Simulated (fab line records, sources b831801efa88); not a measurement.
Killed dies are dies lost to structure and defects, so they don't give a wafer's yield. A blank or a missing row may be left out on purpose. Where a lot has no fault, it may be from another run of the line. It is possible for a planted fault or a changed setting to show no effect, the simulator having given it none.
The tool behind it: which one? -- flow gf180mcu -- 33 wafers from 11 lots sampled at 4 of the route's 602 steps

== WHAT THE GAUGES SHOWED, per wafer ==
GF_PSD_TW_MEAS_11. Usual: for PSD_TW the level is 3206 and the standard deviation is 44.
lot,measured,on,PSD_TW,flag
L931,day 14 04:16,filmMetro-04,3154 3147 3146,
L933,day 14 23:27,filmMetro-03,3245 3274 3262,
L936,day 16 00:06,filmMetro-04,3167 3173 3166,
L938,day 16 15:29,filmMetro-04,3067 3069 3072,OFF
L939,day 17 04:34,filmMetro-04,3060 3069 3061,OFF
L948,day 20 11:59,filmMetro-03,3245 3258 3270,
L949,day 20 14:36,filmMetro-03,3246 3257 3242,
L950,day 20 20:53,filmMetro-04,3197 3184 3181,
L951,day 21 07:57,filmMetro-03,3251 3229 3264,
L952,day 21 13:56,filmMetro-03,3261 3248 3254,
L953,day 22 07:29,filmMetro-04,3146 3145 3143,

GF_PSD_RS_MEAS_15: measurement is done with a four-point probe. Usual: for PSD_RS the level is 108.5 ohm/sq and the standard deviation is 0.33.
lot,measured,on,PSD_RS (ohm/sq),flag
L931,day 14 04:37,filmMetro-03,108.1 108.5 108.4,
L933,day 14 23:47,filmMetro-04,109.1 108.9 108.8,
L936,day 16 00:26,filmMetro-01,108.7 108.9 108.7,
L938,day 16 15:52,filmMetro-03,115.8 115.2 115.4,OFF
L939,day 17 04:54,filmMetro-01,115.1 114.7 114.9,OFF
L948,day 20 12:18,filmMetro-01,108.3 108.1 108.1,
L949,day 20 14:56,filmMetro-04,108.5 108.9 108.7,
L950,day 20 21:13,filmMetro-03,108.8 108.8 109.2,
L951,day 21 08:16,filmMetro-01,108.3 108.5 108.5,
L952,day 21 14:14,filmMetro-04,109.0 108.8 108.6,
L953,day 22 07:48,filmMetro-01,108.1 108.7 108.7,

== TOOL THAT RAN EACH LOT (tool first, then ch and the chambers of the sampled wafers, then the start) ==
lot,GF_PSD_IMPLANT_09,GF_PSD_STRIP_10
L931,"implanter-03 ch 0, day 14 04:02","plasmaAsher-04 ch 0,1, day 14 04:11"
L933,"implanter-02 ch 0, day 14 23:14","plasmaAsher-03 ch 0,1, day 14 23:22"
L936,"implanter-02 ch 0, day 15 23:52","plasmaAsher-04 ch 0,1, day 15 23:59"
L938,"implanter-02 ch 0, day 16 15:16","plasmaAsher-03 ch 0,1, day 16 15:23"
L939,"implanter-02 ch 0, day 17 04:20","plasmaAsher-04 ch 0,1, day 17 04:29"
L948,"implanter-02 ch 0, day 20 11:44","plasmaAsher-04 ch 0,1, day 20 11:53"
L949,"implanter-02 ch 0, day 20 14:22","plasmaAsher-04 ch 0,1, day 20 14:29"
L950,"implanter-02 ch 0, day 20 20:36","plasmaAsher-01 ch 1, day 20 20:46"
L951,"implanter-04 ch 0, day 21 07:43","plasmaAsher-03 ch 0,1, day 21 07:50"
L952,"implanter-02 ch 0, day 21 13:41","plasmaAsher-03 ch 0,1, day 21 13:50"
L953,"implanter-04 ch 0, day 22 07:14","plasmaAsher-01 ch 0,1, day 22 07:23"
- GF_PSD_IMPLANT_09
- GF_PSD_STRIP_10: strips in O2/N2.

== AS READ BY THE TOOLS THEMSELVES (means over the sampled wafers that have a number; for cases with no such wafer, the mark the record gives instead) ==
GF_PSD_IMPLANT_09. Usual: beamEnergyKeV 39.999, standard deviation 0.013.
lot,tool,beamEnergyKeV,flag
L931,implanter-03,40.013,
L933,implanter-02,39.998,
L936,implanter-02,40.004,
L938,implanter-02,35.092,OFF
L939,implanter-02,35.080,OFF
L948,implanter-02,39.971,
L949,implanter-02,40.006,
L950,implanter-02,40.015,
L951,implanter-04,39.979,
L952,implanter-02,40.000,
L953,implanter-04,39.985,

GF_PSD_STRIP_10. Usual: drypumpMotorCurrentA 5.8 A, standard deviation 0.44; heaterPowerW 364 W, standard deviation 47; oesProductAu 0.592 a.u., standard deviation 0.0048; stripTimeToEndpointS 16.52 s, standard deviation 0.039.
lot,tool,drypumpMotorCurrentA (A),heaterPowerW (W),oesProductAu (a.u.),stripTimeToEndpointS (s),flag
L931,plasmaAsher-04,5.6,393,0.591,16.55,
L933,plasmaAsher-03,6.1,340,0.588,16.51,
L936,plasmaAsher-04,5.3,409,0.589,16.52,
L938,plasmaAsher-03,6.1,334,0.605,16.06,OFF
L939,plasmaAsher-04,5.6,397,0.600,16.01,OFF
L948,plasmaAsher-04,5.5,396,0.592,16.50,
L949,plasmaAsher-04,5.6,395,0.592,16.54,
L950,plasmaAsher-01,6.0,422,0.593,16.49,
L951,plasmaAsher-03,5.9,319,0.589,16.54,
L952,plasmaAsher-03,6.1,339,0.592,16.51,
L953,plasmaAsher-01,6.1,381,0.590,16.51,

== THE ANSWER, worked out from the rows above alone ==
Rule: a lot is off if the mean of its wafers that have a number lies more than 3 standard deviations from the usual mean. Also off: a lot with no number at a reading for which 4 or more lots have one. Where the step has rows for the other lots, those lots are counted as sound. The gauges are gone through in route order, then the tools' own readings, and for those a lot's mean is taken as printed above. The first step at which some lot is off is used, and at that step the reading that is off furthest; a lot without a number counts as furthest.
Off: L938, L939, seen at GF_PSD_TW_MEAS_11 (PSD_TW).
A tool fits if, at a process step before that reading, it ran every lot that is off, and no sound lot after the first of them. The gauges at GF_PSD_TW_MEAS_11 aren't tried: what is off there is off at GF_PSD_RS_MEAS_15 too, on other tools, and a gauge's error can't cause that. No candidate that was tried fits.

== WHAT THE SIMULATOR PUT IN ==
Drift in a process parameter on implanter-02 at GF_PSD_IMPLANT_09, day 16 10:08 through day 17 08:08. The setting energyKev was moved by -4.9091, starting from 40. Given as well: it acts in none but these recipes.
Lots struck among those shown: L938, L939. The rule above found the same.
